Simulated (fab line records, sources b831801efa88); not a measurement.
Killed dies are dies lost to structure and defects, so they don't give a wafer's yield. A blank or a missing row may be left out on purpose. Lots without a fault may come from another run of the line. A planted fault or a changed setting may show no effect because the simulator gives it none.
Which tool did it? | flow sky130 | 11 lots, 33 wafers sampled, at 2 steps of a route of 708

WHAT THE GAUGES READ, wafer by wafer
SKY_CAP2M_THK_MEAS_04: measures by xrf. Usual: CAP2M_TIN_THK 198.8 nm, standard deviation 1.9.
lot  | measured     | on            | CAP2M_TIN_THK (nm) | flag
L885 | day 39 10:01 | film_metro-04 | 199.0 196.5 197.9  |
L888 | day 40 10:56 | film_metro-02 | 199.6 202.4 200.2  |
L892 | day 42 02:46 | film_metro-03 | 198.4 197.9 199.3  |
L897 | day 43 10:44 | film_metro-04 | 200.0 197.6 194.5  |
L901 | day 44 15:44 | film_metro-03 | 199.7 199.6 198.2  |
L900 | day 44 17:26 | film_metro-04 | 203.3 200.6 200.2  |
L902 | day 44 23:34 | film_metro-03 | 196.1 197.8 194.4  |
L903 | day 45 00:55 | film_metro-02 | 197.2 194.9 200.0  |
L906 | day 45 09:56 | film_metro-02 | 201.1 199.7 200.5  |
L907 | day 45 19:34 | film_metro-02 | 200.5 200.7 199.7  |
L908 | day 45 20:37 | film_metro-03 | 197.2 196.8 193.7  |

WHICH TOOL RAN EACH LOT (tool, then ch and the chambers of the sampled wafers, then the start)
lot  | SKY_METAL4_SPUTTER_01
L885 | pvd_sputter-03, day 39 09:34
L888 | pvd_sputter-03, day 40 10:30
L892 | pvd_sputter-03, day 42 02:18
L897 | pvd_sputter-01, day 43 10:17
L901 | pvd_sputter-03, day 44 15:18
L900 | pvd_sputter-03, day 44 16:59
L902 | pvd_sputter-04, day 44 23:07
L903 | pvd_sputter-01, day 45 00:26
L906 | pvd_sputter-01, day 45 09:30
L907 | pvd_sputter-04, day 45 19:07
L908 | pvd_sputter-03, day 45 20:10
- SKY_METAL4_SPUTTER_01: material TiN, target thk 20 nm, time 16.7 s.

WHAT THE TOOLS THEMSELVES READ (means of the sampled wafers that have a number; where no wafer has one, the mark that the record gives instead)
SKY_METAL4_SPUTTER_01. Usual: throttle_valve_pct 29.5 %, standard deviation 0.88.
lot  | tool           | throttle_valve_pct (%) | flag
L885 | pvd_sputter-03 | 29.4                   |
L888 | pvd_sputter-03 | 29.6                   |
L892 | pvd_sputter-03 | 30.0                   |
L897 | pvd_sputter-01 | 28.7                   |
L901 | pvd_sputter-03 | 29.7                   |
L900 | pvd_sputter-03 | 29.3                   |
L902 | pvd_sputter-04 | 30.8                   |
L903 | pvd_sputter-01 | 29.3                   |
L906 | pvd_sputter-01 | 28.6                   |
L907 | pvd_sputter-04 | 30.1                   |
L908 | pvd_sputter-03 | 29.7                   |

THE ANSWER, worked out from the rows above alone
Rule: a lot is off if the mean of its wafers that have a number lies more than 3 standard deviations from the usual mean. A lot without any number at a reading at which 4 lots or more have one is off too. The other lots that the step has rows for count as sound. The gauges are gone through in route order, then the tools' own readings, and for those a lot's mean is taken as printed above. The first step at which some lot is off is used, and at that step the reading that is off furthest; a lot without a number counts as furthest.
No lot is off at any reading shown: from this, nothing can be told.

WHAT THE SIMULATOR HAD PUT IN
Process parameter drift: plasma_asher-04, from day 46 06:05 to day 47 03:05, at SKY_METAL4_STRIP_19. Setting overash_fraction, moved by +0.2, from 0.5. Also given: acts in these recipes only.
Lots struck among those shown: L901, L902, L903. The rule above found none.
